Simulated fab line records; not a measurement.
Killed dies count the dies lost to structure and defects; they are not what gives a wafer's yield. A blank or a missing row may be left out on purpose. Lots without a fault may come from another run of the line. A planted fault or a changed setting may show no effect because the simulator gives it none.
fab line records	flow gf180mcu
record: lots: 24	wafers: 72	last_day: 34
route steps=602 shown V2@408 M3@410 V3@431 M4@470 MIM@523
lots untouched by any fault: they come from a run of this same line in which no faults occurred
start_h: start of the lot's first displayed wafer, in hours after the record's first day	wait_h: how many hours have passed since the lot's step before this one	" unchanged from the row above	L1.1+2: one row covering several wafers at once	- value missing, or start not given	* or withheld: withheld	< > ~ a bound
route shown NAME@n: names a module that has steps shown in the file, with the first one's number in the route	usual: the fault-free wafers' mean and standard deviation	same: alike in all rows	chamber/n: place in a boat	sites: readings site by site	_std_site: the values' standard deviation	_edge_site: mean of outer sites minus mean of inner sites	radius_mm: how far each site lies from the wafer's centre	mask NAME#n: copy n	behind: the tool/chamber that last shaped the wafer	hold: cause of the lot's hold/its duration in hours/its outcome	device: transistor that didn't switch, given as n, p or np	end of line: the route-end tests of the same wafers	step lacking rows: just its recipe	killed: count of dies lost to structure and defects at first sort (not the wafer's yield)	map: a wafer's dies, marking killed ones x, the rest . and places with no die _
set.NAME: the setting that was run; set.NAME@STEP: the one run at that earlier step	model.NAME: the simulator's own value behind a step, which no gauge read
steps of the route over a sample of lots; a table a step, a row a wafer
services: when a tool's chamber went out of use (start_h, in hours from the record's first day, below 0 if earlier), for how many hours, and the reason
== steps ==
step: GF_V2_CMP_26
recipe: stop_on: SiO2	down_force_psi: 3.5	platen_rpm: 60	t_overpolish_s: 15	target_thk_nm: 0	pad_velocity_m_s: 0.94248
usual: motor_current_A: 11.7/1.2	overpolish_run_s: 15.000/0.0086	time_to_endpoint_s: 82/3.7
lot.wafer	tool	chamber	start_h	wait_h	motor_current_A	overpolish_run_s	time_to_endpoint_s
L074.1	cmp-02	2	460.35	0.1	12.4	14.997	76
L074.3	"	3	"	"	11.1	15.008	76
L074.5	"	0	"	"	10.8	15.000	78
L075.4	cmp-01	1	470.99	0.1	10.6	14.988	86
L075.1	"	2	"	"	12.9	14.986	88
L075.6	"	3	"	"	12.2	15.025	84
L076.4	cmp-02	1	480.70	0.1	13.3	14.989	79
L076.3	"	2	"	"	13.3	15.002	75
L076.2	"	3	"	"	10.4	14.996	76
L077.2	cmp-02	2	484.60	0.1	12.4	14.983	79
L077.3	"	3	"	"	10.7	14.994	76
L077.1	"	0	"	"	10.4	15.015	75
L078.1	cmp-01	3	502.20	0.1	11.4	15.009	81
L078.3	"	0	"	"	10.2	14.990	82
L078.6	"	3	"	"	11.8	15.007	84
L079.1	cmp-02	1	507.53	0.1	13.3	14.997	84
L079.2	"	0	"	"	11.1	15.001	80
L079.5	"	1	"	"	13.8	15.019	88
L080.1	cmp-01	0	519.32	0.1	9.7	14.991	81
L080.6	"	2	"	"	12.3	15.004	86
L080.5	"	3	"	"	12.2	15.005	78
L081.3	cmp-02	0	536.63	0.0	10.1	15.004	77
L081.2	"	3	"	"	11.1	15.005	78
L081.5	"	0	"	"	10.5	15.014	79
L082.4	cmp-01	2	539.44	0.0	12.9	14.995	82
L082.3	"	1	"	"	11.2	15.013	82
L082.6	"	3	"	"	12.0	14.996	84
L083.4	cmp-02	0	548.44	0.0	10.6	15.009	83
L083.2	"	2	"	"	13.0	15.007	85
L083.6	"	0	"	"	10.5	15.005	82
L084.2	cmp-02	0	557.84	0.1	10.3	14.994	85
L084.3	"	1	"	"	13.5	15.018	90
L084.6	"	3	"	"	10.6	14.983	87
L085.3	cmp-01	1	563.63	0.0	11.9	14.995	88
L085.6	"	1	"	"	11.5	14.996	88
L085.5	"	2	"	"	12.7	15.013	89
L086.2	cmp-01	2	570.34	0.0	12.9	14.991	90
L086.1	"	0	"	"	10.0	15.001	87
L086.4	"	1	"	"	10.5	15.004	90
L087.4	cmp-02	0	575.54	0.1	10.5	15.005	81
L087.1	"	1	"	"	13.3	15.010	86
L087.6	"	3	"	"	10.4	15.007	82
L088.2	cmp-01	2	586.76	0.0	12.6	14.993	84
L088.4	"	3	"	"	11.9	15.008	77
L088.3	"	1	"	"	11.7	14.993	78
L089.4	cmp-01	1	590.91	0.3	11.1	14.997	85
L089.1	"	3	"	"	11.9	15.001	82
L089.6	"	2	"	"	13.0	14.991	83
L090.3	cmp-01	3	597.88	0.1	10.8	15.000	80
L090.6	"	2	"	"	13.4	15.002	82
L090.5	"	3	"	"	12.0	15.001	75
L091.2	cmp-02	0	605.05	0.0	10.3	15.006	82
L091.3	"	1	"	"	13.6	14.978	81
L091.6	"	1	"	"	12.6	14.988	83
L092.4	cmp-02	3	609.60	0.0	10.6	14.994	80
L092.3	"	1	"	"	13.6	15.007	84
L092.5	"	0	"	"	10.8	15.006	81
L093.1	cmp-02	2	621.08	0.2	12.7	14.991	86
L093.5	"	3	"	"	10.3	15.006	81
L093.6	"	0	"	"	10.8	14.996	79
L094.1	cmp-02	0	630.20	0.1	10.5	15.005	84
L094.2	"	2	"	"	12.6	14.997	82
L094.4	"	3	"	"	11.2	14.999	80
L095.3	cmp-02	0	635.98	0.0	10.0	14.993	81
L095.2	"	1	"	"	13.3	14.992	82
L095.5	"	1	"	"	13.3	14.997	84
L096.3	cmp-02	3	640.56	0.4	11.3	15.014	83
L096.4	"	0	"	"	10.0	15.010	79
L096.5	"	3	"	"	10.5	14.998	81
L097.1	cmp-02	0	646.17	0.3	10.0	14.999	83
L097.3	"	1	"	"	12.4	14.994	88
L097.6	"	1	"	"	13.5	14.999	87
step: GF_M3_SPUTTER_01
recipe: material: TiN	target_thk_nm: 30	power_w: 6500	time_s: 25	chamber_pressure_pa: 0.4
usual: cathode_dc_power_W: 6500.0/1.2	throttle_valve_pct: 30.0/0.96
lot.wafer	tool	chamber	start_h	wait_h	cathode_dc_power_W	throttle_valve_pct
L074.1	pvd_sputter-02	-	460.65	0.1	6499.8	32.6
L074.3	"	-	"	"	6501.3	29.9
L074.5	"	-	"	"	6499.6	31.2
L075.1	pvd_sputter-01	-	471.29	0.1	6499.5	30.3
L075.4	"	-	"	"	6499.6	29.1
L075.6	"	-	"	"	6498.4	29.6
L076.2	pvd_sputter-02	-	481.05	0.1	6499.1	31.1
L076.3	"	-	"	"	6499.1	32.5
L076.4	"	-	"	"	6497.3	32.0
L077.1	pvd_sputter-01	-	484.95	0.1	6502.0	29.6
L077.2	"	-	"	"	6499.0	30.3
L077.3	"	-	"	"	6498.6	29.9
L078.1	pvd_sputter-03	-	502.60	0.1	6500.3	30.2
L078.3	"	-	"	"	6501.3	29.6
L078.6	"	-	"	"	6499.6	28.2
L079.1	pvd_sputter-02	-	507.93	0.1	6499.5	32.3
L079.2	"	-	"	"	6498.6	31.5
L079.5	"	-	"	"	6500.1	29.7
L080.1	pvd_sputter-01	-	519.62	0.1	6502.0	30.2
L080.5	"	-	"	"	6500.0	29.5
L080.6	"	-	"	"	6499.7	29.8
L081.2	pvd_sputter-01	-	537.03	0.1	6497.1	30.0
L081.3	"	-	"	"	6498.0	30.4
L081.5	"	-	"	"	6498.9	30.7
L082.3	pvd_sputter-02	-	539.84	0.1	6499.1	31.1
L082.4	"	-	"	"	6499.8	30.0
L082.6	"	-	"	"	6498.7	29.9
L083.2	pvd_sputter-03	-	548.84	0.1	6500.8	29.6
L083.4	"	-	"	"	6500.1	28.1
L083.6	"	-	"	"	6500.7	28.4
L084.2	pvd_sputter-03	-	558.14	0.1	6499.6	30.0
L084.3	"	-	"	"	6499.6	29.7
L084.6	"	-	"	"	6501.3	28.2
L085.3	pvd_sputter-03	-	564.03	0.1	6500.9	28.4
L085.5	"	-	"	"	6500.7	28.2
L085.6	"	-	"	"	6499.3	29.7
L086.1	pvd_sputter-01	-	570.74	0.1	6498.8	30.2
L086.2	"	-	"	"	6500.8	30.1
L086.4	"	-	"	"	6497.2	29.7
L087.1	pvd_sputter-01	-	575.84	0.1	6500.7	29.8
L087.4	"	-	"	"	6500.2	29.2
L087.6	"	-	"	"	6499.3	30.6
L088.2	pvd_sputter-03	-	587.16	0.1	6501.1	29.7
L088.3	"	-	"	"	6499.5	28.2
L088.4	"	-	"	"	6500.9	28.2
L089.1	pvd_sputter-01	-	591.31	0.1	6498.7	30.2
L089.4	"	-	"	"	6500.2	30.1
L089.6	"	-	"	"	6500.1	29.5
L090.3	pvd_sputter-01	-	598.23	0.1	6499.9	30.4
L090.5	"	-	"	"	6500.8	30.5
L090.6	"	-	"	"	6499.6	30.1
L091.2	pvd_sputter-01	-	605.45	0.1	6500.5	29.9
L091.3	"	-	"	"	6500.2	30.4
L091.6	"	-	"	"	6498.3	29.3
L092.3	pvd_sputter-01	-	610.00	0.1	6496.5	30.2
L092.4	"	-	"	"	6497.9	30.1
L092.5	"	-	"	"	6500.6	29.2
L093.1	pvd_sputter-01	-	621.33	0.1	6501.1	30.2
L093.5	"	-	"	"	6499.8	29.5
L093.6	"	-	"	"	6500.0	30.3
L094.1	pvd_sputter-01	-	630.60	0.1	6501.5	30.6
L094.2	"	-	"	"	6501.1	29.9
L094.4	"	-	"	"	6498.3	30.2
L095.2	pvd_sputter-01	-	636.38	0.1	6500.4	29.3
L095.3	"	-	"	"	6501.6	30.5
L095.5	"	-	"	"	6500.1	29.4
L096.3	pvd_sputter-03	-	640.91	0.1	6500.2	29.9
L096.4	"	-	"	"	6500.3	28.6
L096.5	"	-	"	"	6501.1	30.1
L097.1	pvd_sputter-01	-	646.57	0.1	6502.1	29.8
L097.3	"	-	"	"	6501.5	30.3
L097.6	"	-	"	"	6500.3	30.2
step: GF_V3_CVD_02
recipe: material: SiO2	target_thk_nm: 850	precursor: TEOS	temp_c: 400	time_s: 94.851	rf_w: 600
usual: heater_power_w: 635/78
lot.wafer	tool	chamber	start_h	wait_h	heater_power_w
L074.1	pecvd-02	0	485.44	0.1	630
L074.3	"	1	"	"	639
L074.5	"	2	"	"	607
L075.1	pecvd-02	1	496.67	0.1	771
L075.4	"	0	"	"	688
L075.6	"	1	"	"	610
L076.2	pecvd-02	2	505.68	0.0	547
L076.3	"	1	"	"	697
L076.4	"	1	"	"	744
L077.1	pecvd-02	0	509.13	0.1	665
L077.2	"	1	"	"	678
L077.3	"	2	"	"	521
L078.1	pecvd-03	0	527.19	0.1	737
L078.3	"	2	"	"	472
L078.6	"	0	"	"	763
L079.1	pecvd-02	1	531.94	0.1	645
L079.2	"	0	"	"	597
L079.5	"	0	"	"	660
L080.1	pecvd-04	1	543.62	0.1	689
L080.5	"	0	"	"	600
L080.6	"	1	"	"	722
L081.2	pecvd-02	0	560.19	0.0	572
L081.3	"	2	"	"	521
L081.5	"	2	"	"	552
L082.3	pecvd-04	0	563.18	0.0	654
L082.4	"	0	"	"	522
L082.6	"	1	"	"	614
L083.2	pecvd-02	0	572.22	0.0	583
L083.4	"	1	"	"	705
L083.6	"	2	"	"	587
L084.2	pecvd-04	2	580.84	0.0	659
L084.3	"	1	"	"	739
L084.6	"	1	"	"	607
L085.3	pecvd-04	0	586.78	0.0	599
L085.5	"	2	"	"	528
L085.6	"	1	"	"	614
L086.1	pecvd-03	2	593.98	0.1	449
L086.2	"	1	"	"	699
L086.4	"	2	"	"	489
L087.1	pecvd-04	1	598.34	0.1	664
L087.4	"	1	"	"	726
L087.6	"	2	"	"	630
L088.2	pecvd-02	1	609.00	0.0	731
L088.3	"	1	"	"	790
L088.4	"	0	"	"	535
L089.1	pecvd-04	1	613.64	0.1	773
L089.4	"	2	"	"	621
L089.6	"	1	"	"	608
L090.3	pecvd-04	0	619.68	0.1	637
L090.5	"	1	"	"	674
L090.6	"	0	"	"	654
L091.2	pecvd-04	1	627.36	0.0	722
L091.3	"	0	"	"	523
L091.6	"	1	"	"	590
L092.3	pecvd-04	0	631.43	0.1	629
L092.4	"	1	"	"	672
L092.5	"	1	"	"	727
L093.1	pecvd-02	1	642.42	0.1	674
L093.5	"	1	"	"	722
L093.6	"	2	"	"	556
L094.1	pecvd-03	0	650.89	0.1	809
L094.2	"	1	"	"	689
L094.4	"	1	"	"	722
L095.2	pecvd-03	2	655.93	0.0	509
L095.3	"	0	"	"	801
L095.5	"	2	"	"	536
L096.3	pecvd-03	2	661.44	0.0	536
L096.4	"	1	"	"	661
L096.5	"	0	"	"	793
L097.1	pecvd-04	2	665.73	0.1	611
L097.3	"	0	"	"	658
L097.6	"	2	"	"	646
step: GF_V3_CMP_04
recipe: material: SiO2	down_force_psi: 4	platen_rpm: 60	pad_velocity_m_s: 0.94248
usual: motor_current_A: 12.8/1.3	time_to_endpoint_s: 76/4.7
lot.wafer	tool	chamber	start_h	wait_h	motor_current_A	time_to_endpoint_s
L074.3	cmp-02	3	485.62	0.1	12.0	72
L074.1	"	0	"	"	11.6	70
L074.5	"	3	"	"	11.7	76
L075.1	cmp-01	3	496.80	0.1	12.5	65
L075.4	"	2	"	"	15.3	78
L075.6	"	0	"	"	11.1	72
L076.4	cmp-02	2	505.81	0.0	12.8	75
L076.2	"	0	"	"	10.9	68
L076.3	"	1	"	"	13.9	71
L077.2	cmp-01	3	509.26	0.0	12.8	73
L077.1	"	0	"	"	11.1	75
L077.3	"	1	"	"	12.0	81
L078.1	cmp-01	0	527.37	0.1	10.7	79
L078.3	"	1	"	"	11.9	77
L078.6	"	3	"	"	12.7	82
L079.2	cmp-02	0	532.16	0.1	11.9	71
L079.1	"	1	"	"	14.3	76
L079.5	"	3	"	"	12.2	81
L080.1	cmp-02	3	543.89	0.2	12.4	73
L080.6	"	0	"	"	11.9	80
L080.5	"	1	"	"	14.1	79
L081.2	cmp-02	2	560.32	0.0	14.0	74
L081.3	"	3	"	"	11.9	75
L081.5	"	3	"	"	11.7	78
L082.4	cmp-02	0	563.36	0.1	12.0	71
L082.3	"	1	"	"	15.2	79
L082.6	"	3	"	"	11.5	75
L083.2	cmp-02	3	572.40	0.1	11.1	78
L083.4	"	0	"	"	11.6	81
L083.6	"	2	"	"	13.5	88
L084.2	cmp-01	3	581.02	0.1	12.8	69
L084.3	"	1	"	"	11.8	71
L084.6	"	3	"	"	12.4	78
L085.3	cmp-02	2	586.96	0.1	13.6	71
L085.5	"	1	"	"	14.2	78
L085.6	"	2	"	"	14.2	82
L086.2	cmp-01	0	594.11	0.0	10.4	60
L086.1	"	2	"	"	15.8	69
L086.4	"	3	"	"	12.7	72
L087.4	cmp-02	2	598.47	0.0	13.3	79
L087.1	"	0	"	"	11.8	69
L087.6	"	3	"	"	12.1	75
L088.4	cmp-02	0	609.21	0.1	11.2	80
L088.2	"	1	"	"	13.7	75
L088.3	"	2	"	"	13.9	76
L089.4	cmp-01	3	613.77	0.0	12.6	75
L089.1	"	2	"	"	15.0	69
L089.6	"	3	"	"	13.0	75
L090.3	cmp-02	0	619.81	0.0	11.8	82
L090.5	"	0	"	"	11.6	80
L090.6	"	1	"	"	14.4	87
L091.3	cmp-02	3	627.72	0.2	12.5	78
L091.2	"	1	"	"	15.2	77
L091.6	"	3	"	"	11.6	77
L092.4	cmp-02	2	631.56	0.0	13.6	77
L092.3	"	0	"	"	10.9	78
L092.5	"	2	"	"	13.6	77
L093.1	cmp-02	0	642.60	0.1	11.3	69
L093.6	"	3	"	"	11.5	77
L093.5	"	0	"	"	12.3	73
L094.1	cmp-02	0	651.02	0.1	11.6	75
L094.2	"	1	"	"	15.0	74
L094.4	"	3	"	"	12.0	77
L095.3	cmp-02	1	660.04	4.0	15.0	73
L095.2	"	3	"	"	12.0	76
L095.5	"	1	"	"	14.3	83
L096.4	cmp-02	3	662.74	1.2	11.5	80
L096.3	"	0	"	"	12.3	75
L096.5	"	3	"	"	11.9	80
L097.3	cmp-02	3	666.32	0.5	12.0	69
L097.1	"	0	"	"	11.2	73
L097.6	"	1	"	"	14.1	82
step: GF_M4_CD_MEAS_14
recipe: target_cd_nm: 280
usual: cd_nm: 280.0/1.2
lot.wafer	tool	chamber	start_h	wait_h	cd_nm
L074.1	cd_sem-01	-	533.64	0.1	279.8
L074.3	"	-	"	"	278.6
L074.5	"	-	"	"	278.3
L075.1	cd_sem-01	-	544.19	0.1	280.5
L075.4	"	-	"	"	279.4
L075.6	"	-	"	"	279.5
L076.2	cd_sem-02	-	553.84	0.1	278.6
L076.3	"	-	"	"	278.5
L076.4	"	-	"	"	277.8
L077.1	cd_sem-01	-	555.73	0.1	280.5
L077.2	"	-	"	"	281.2
L077.3	"	-	"	"	281.9
L078.1	cd_sem-02	-	573.13	0.1	279.4
L078.3	"	-	"	"	278.7
L078.6	"	-	"	"	278.0
L079.1	cd_sem-01	-	578.44	0.1	277.6
L079.2	"	-	"	"	278.4
L079.5	"	-	"	"	278.1
L080.1	cd_sem-01	-	588.54	0.1	283.3
L080.5	"	-	"	"	282.1
L080.6	"	-	"	"	282.4
L081.2	cd_sem-02	-	605.20	0.1	279.0
L081.3	"	-	"	"	278.2
L081.5	"	-	"	"	278.3
L082.3	cd_sem-01	-	607.36	0.1	280.2
L082.4	"	-	"	"	280.1
L082.6	"	-	"	"	280.6
L083.2	cd_sem-01	-	616.46	0.1	278.8
L083.4	"	-	"	"	278.9
L083.6	"	-	"	"	279.6
L084.2	cd_sem-01	-	624.55	0.1	280.4
L084.3	"	-	"	"	280.1
L084.6	"	-	"	"	280.3
L085.3	cd_sem-01	-	629.56	0.1	279.0
L085.5	"	-	"	"	279.9
L085.6	"	-	"	"	279.3
L086.1	cd_sem-01	-	637.98	0.1	280.3
L086.2	"	-	"	"	280.5
L086.4	"	-	"	"	280.9
L087.1	cd_sem-01	-	640.57	0.1	279.5
L087.4	"	-	"	"	279.8
L087.6	"	-	"	"	279.3
L088.2	cd_sem-01	-	651.14	0.1	279.4
L088.3	"	-	"	"	280.2
L088.4	"	-	"	"	279.6
L089.1	cd_sem-01	-	654.57	0.1	281.1
L089.4	"	-	"	"	280.7
L089.6	"	-	"	"	280.2
L090.3	cd_sem-01	-	660.88	0.1	280.1
L090.5	"	-	"	"	279.7
L090.6	"	-	"	"	280.6
L091.2	cd_sem-01	-	667.39	0.1	281.0
L091.3	"	-	"	"	280.9
L091.6	"	-	"	"	280.1
L092.3	cd_sem-02	-	672.06	0.1	278.8
L092.4	"	-	"	"	279.6
L092.5	"	-	"	"	279.2
L093.1	cd_sem-01	-	683.77	0.1	280.9
L093.5	"	-	"	"	282.4
L093.6	"	-	"	"	282.5
L094.1	cd_sem-01	-	690.17	0.1	280.5
L094.2	"	-	"	"	280.8
L094.4	"	-	"	"	279.2
L095.2	cd_sem-02	-	698.99	0.1	282.3
L095.3	"	-	"	"	282.7
L095.5	"	-	"	"	281.8
L096.3	cd_sem-01	-	702.88	0.1	280.6
L096.4	"	-	"	"	280.0
L096.5	"	-	"	"	280.3
L097.1	cd_sem-01	-	705.79	0.2	280.8
L097.3	"	-	"	"	281.3
L097.6	"	-	"	"	280.1
step: GF_MIM_STRIP_20
recipe: chemistry: O2/N2	power_w: 1400	pressure_mtorr: 1500	platen_temp_c: 250	o2_flow_sccm: 3000	n2_flow_sccm: 300	overash_fraction: 0.5
usual: drypump_motor_current_A: 5.7/0.85	heater_power_w: 341/50	oes_product_au: 0.690/0.0049	strip_time_to_endpoint_s: 11.20/0.039
lot.wafer	tool	chamber	start_h	wait_h	drypump_motor_current_A	heater_power_w	oes_product_au	rf_hours_counter_h	strip_time_to_endpoint_s
L074.1	plasma_asher-03	0	581.51	0.0	6.0	269	0.691	95	11.19
L074.3	"	0	"	"	6.0	263	0.692	-	11.15
L074.5	"	0	"	"	6.0	264	0.694	-	11.20
L075.1	plasma_asher-04	1	591.61	0.0	6.1	406	0.690	47	11.19
L075.4	"	0	"	"	5.3	304	0.693	-	11.18
L075.6	"	1	"	"	6.1	399	0.692	-	11.23
L076.2	plasma_asher-03	0	599.71	0.0	6.0	265	0.694	97	11.15
L076.3	"	1	"	"	6.1	303	0.696	-	11.20
L076.4	"	0	"	"	6.0	263	0.687	-	11.13
L077.1	plasma_asher-01	0	601.60	0.0	6.6	395	0.694	18	11.22
L077.2	"	1	"	"	4.7	311	0.691	18	11.24
L077.3	"	0	"	"	6.6	391	0.677	-	11.20
L078.1	plasma_asher-01	0	618.10	0.0	6.6	393	0.691	20	11.18
L078.3	"	1	"	"	4.7	306	0.689	-	11.18
L078.6	"	0	"	"	6.6	395	0.697	-	11.16
L079.1	plasma_asher-01	1	623.36	0.0	4.6	312	0.695	21	11.15
L079.2	"	0	"	"	6.6	409	0.684	21	11.20
L079.5	"	1	"	"	4.6	307	0.687	-	11.27
L080.1	plasma_asher-01	0	633.51	0.0	6.6	408	0.693	22	11.28
L080.5	"	1	"	"	4.6	306	0.698	-	11.23
L080.6	"	0	"	"	6.6	394	0.683	-	11.22
L081.2	plasma_asher-01	0	648.47	0.1	6.7	398	0.691	24	11.25
L081.3	"	0	"	"	6.7	403	0.692	-	11.17
L081.5	"	0	"	"	6.6	406	0.686	-	11.24
L082.3	plasma_asher-04	0	650.95	0.1	5.3	303	0.686	-	11.20
L082.4	"	1	"	"	6.0	406	0.699	-	11.24
L082.6	"	1	"	"	6.1	396	0.689	-	11.17
L083.2	plasma_asher-01	1	659.91	0.1	4.6	299	0.682	26	11.27
L083.4	"	1	"	"	4.6	306	0.685	-	11.24
L083.6	"	1	"	"	4.6	316	0.685	-	11.23
L084.2	plasma_asher-03	0	666.11	0.0	6.0	257	0.695	100	11.25
L084.3	"	0	"	"	6.0	273	0.686	-	11.23
L084.6	"	0	"	"	6.0	269	0.685	-	11.25
L085.3	plasma_asher-04	0	671.76	0.1	5.3	298	0.695	-	11.22
L085.5	"	1	"	"	6.0	402	0.702	-	11.27
L085.6	"	0	"	"	5.3	305	0.690	-	11.25
L086.1	plasma_asher-01	0	681.47	0.1	6.6	396	0.688	28	11.24
L086.2	"	1	"	"	4.6	302	0.692	28	11.21
L086.4	"	1	"	"	4.6	314	0.690	-	11.22
L087.1	plasma_asher-01	0	682.65	0.0	6.6	393	0.692	28	11.18
L087.4	"	0	"	"	6.6	393	0.693	-	11.17
L087.6	"	1	"	"	4.7	309	0.693	-	11.22
L088.2	plasma_asher-01	1	691.98	0.1	4.6	312	0.696	29	11.22
L088.3	"	1	"	"	4.6	300	0.686	-	11.23
L088.4	"	0	"	"	6.6	404	0.693	-	11.20
L089.1	plasma_asher-01	1	698.93	0.1	4.6	306	0.689	30	11.16
L089.4	"	1	"	"	4.6	299	0.691	-	11.16
L089.6	"	0	"	"	6.6	396	0.690	-	11.21
L090.3	plasma_asher-01	0	703.50	0.1	6.6	402	0.695	-	11.26
L090.5	"	1	"	"	4.6	303	0.695	-	11.25
L090.6	"	0	"	"	6.6	401	0.687	-	11.26
L091.2	plasma_asher-03	0	708.36	0.0	5.9	266	0.699	105	11.18
L091.3	"	0	"	"	6.0	264	0.685	-	11.12
L091.6	"	0	"	"	6.0	267	0.685	-	11.17
L092.3	plasma_asher-01	0	712.49	0.1	6.6	413	0.691	-	11.16
L092.4	"	1	"	"	4.6	306	0.682	-	11.24
L092.5	"	1	"	"	4.6	305	0.691	-	11.20
L093.1	plasma_asher-01	1	723.59	0.0	4.7	305	0.696	32	11.15
L093.5	"	0	"	"	6.6	396	0.686	-	11.20
L093.6	"	1	"	"	4.6	307	0.690	-	11.18
L094.1	plasma_asher-01	1	729.44	0.0	4.6	308	0.686	33	11.17
L094.2	"	0	"	"	6.6	396	0.690	33	11.18
L094.4	"	1	"	"	4.6	303	0.692	-	11.19
L095.2	plasma_asher-01	0	737.86	0.0	6.6	397	0.699	34	11.20
L095.3	"	1	"	"	4.7	310	0.691	-	11.26
L095.5	"	1	"	"	4.6	300	0.690	-	11.27
L096.3	plasma_asher-01	1	742.34	0.1	4.7	313	0.704	-	11.25
L096.4	"	0	"	"	6.6	402	0.693	-	11.19
L096.5	"	1	"	"	4.6	309	0.688	-	11.20
L097.1	plasma_asher-01	1	744.20	0.0	4.6	316	0.694	35	11.25
L097.3	"	1	"	"	4.6	305	0.693	-	11.26
L097.6	"	0	"	"	6.6	392	0.688	-	11.22
== services ==
tool	chamber	start_h	hours	kind
cmp-01	-	459.93	1.5	repair
cmp-02	-	463.54	0.3	repair
cmp-02	-	468.17	3.7	repair
cmp-01	-	479.79	0.8	repair
cmp-02	-	486.09	0.5	repair
cmp-02	-	487.02	0.6	repair
plasma_asher-01	-	533.14	1.0	repair
cmp-01	-	572.00	4.0	pm
cmp-02	-	590.11	5.5	pm
cmp-01	-	601.24	0.3	repair
pecvd-04	2	615.31	17.0	repair
cmp-01	-	620.00	74.2	repair
cmp-02	-	651.86	0.5	repair
cmp-02	-	653.28	4.9	pm
pecvd-04	-	659.87	2.8	pm
cmp-02	-	674.08	1.4	repair
cmp-01	-	694.20	4.3	pm
pecvd-04	-	698.68	0.6	repair
pecvd-04	2	706.40	6.4	repair
cmp-01	-	709.59	1.8	repair
cmp-02	-	713.57	4.6	repair
cmp-01	-	715.24	4.0	repair
cmp-02	-	726.64	4.0	pm
cmp-01	-	728.28	1.4	repair
== key ==
fault none
